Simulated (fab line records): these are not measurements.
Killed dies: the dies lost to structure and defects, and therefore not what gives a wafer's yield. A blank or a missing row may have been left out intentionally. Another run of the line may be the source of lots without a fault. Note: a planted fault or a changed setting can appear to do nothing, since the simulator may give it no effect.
Check for tools in common -- flow sky130 -- Sampled: 12 lots, 36 wafers

THE REASON FOR OPENING IT
Of 12 lots, 2 have the reading NWELL_2_TW flagged at SKY_NWELL_TW_MEAS_26. No-fault wafers: 495.1, standard deviation 2.2.
Rule: a lot gets a flag if all its wafers with a number sit over 4 standard deviations from that mean, or if no wafer of it has a number. The rest of the lots are taken to be sound.

lot,measured,on,"NWELL_2_TW, wafer by wafer",flag
L540,day 5 07:31,film-metro-01,495.8 496.7 495.4,
L541,day 5 11:35,film-metro-01,499.2 494.4 497.6,
L542,day 5 20:27,film-metro-01,496.4 498.7 496.4,
L544,day 6 07:43,film-metro-04,496.3 492.6 494.5,
L545,day 6 11:05,film-metro-04,491.7 494.5 495.6,
L547,day 7 01:01,film-metro-01,493.1 494.6 496.4,
L549,day 7 10:59,film-metro-04,495.2 494.8 495.9,
L556,day 9 08:11,film-metro-04,553.4 555.4 553.1,FLAGGED
L558,day 10 01:56,film-metro-03,557.4 559.4 558.1,FLAGGED
L560,day 10 11:30,film-metro-04,491.8 493.0 494.5,
L561,day 10 17:25,film-metro-03,495.6 493.9 495.5,
L563,day 11 06:57,film-metro-04,497.4 498.7 499.7,
The numbers of the flagged lots are 556.1 on average: +61.0 against the usual, or +28 standard deviations.

TOOL THAT RAN EACH LOT
The record holds 1 process step before the reading, out of a route of 708 steps. Read each cell as the tool, then ch plus the chambers that the sampled wafers visited, then the start.
lot,flag,SKY_NWELL_IMPLANT_24
L540,,"implanter-03 ch 0, day 5 07:16"
L541,,"implanter-03 ch 0, day 5 11:22"
L542,,"implanter-02 ch 0, day 5 20:14"
L544,,"implanter-04 ch 0, day 6 07:28"
L545,,"implanter-04 ch 0, day 6 10:52"
L547,,"implanter-02 ch 0, day 7 00:48"
L549,,"implanter-04 ch 0, day 7 10:44"
L556,FLAGGED,"implanter-04 ch 0, day 9 07:56"
L558,FLAGGED,"implanter-04 ch 0, day 10 01:41"
L560,,"implanter-03 ch 0, day 10 11:15"
L561,,"implanter-02 ch 0, day 10 17:12"
L563,,"implanter-03 ch 0, day 11 06:42"
What the steps here do:
- SKY_NWELL_IMPLANT_24
- SKY_NWELL_TW_MEAS_26

FLAGGED AGAINST TOTAL, ONE TOOL AT A TIME (gauges that did the reading follow at the end)
step,tool,lots run,flagged,share of the flagged lots,sound lots run after its first flagged lot
SKY_NWELL_IMPLANT_24,implanter-02,3,0,none,-
SKY_NWELL_IMPLANT_24,implanter-03,4,0,none,-
SKY_NWELL_IMPLANT_24,implanter-04,5,2,all,0
SKY_NWELL_TW_MEAS_26,film-metro-01,4,0,none,-
SKY_NWELL_TW_MEAS_26,film-metro-03,2,1,some,1 (L561)
SKY_NWELL_TW_MEAS_26,film-metro-04,6,1,some,"2 (L560,L563)"

WHAT THE TABLE ALLOWS
1 row of the table ran every flagged lot: implanter-04 at SKY_NWELL_IMPLANT_24.
- implanter-04 at SKY_NWELL_IMPLANT_24 ran 5 lots, 2 of them flagged. A fault beginning between L549 (day 7 10:44), its last sound lot, and L556 (day 9 07:56), its first flagged one, fits the data. Its own readings (dose-ions-cm2, faraday-current-uA) fall more than 4 standard deviations out on all wafers of the flagged lots.
One tool is left: implanter-04 at SKY_NWELL_IMPLANT_24.

WHAT WAS PUT IN BY THE SIMULATOR
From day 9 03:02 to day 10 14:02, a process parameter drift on implanter-04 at SKY_NWELL_IMPLANT_24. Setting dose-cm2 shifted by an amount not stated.
Lots struck among those shown: L556, L558. The rule given above showed the same thing.
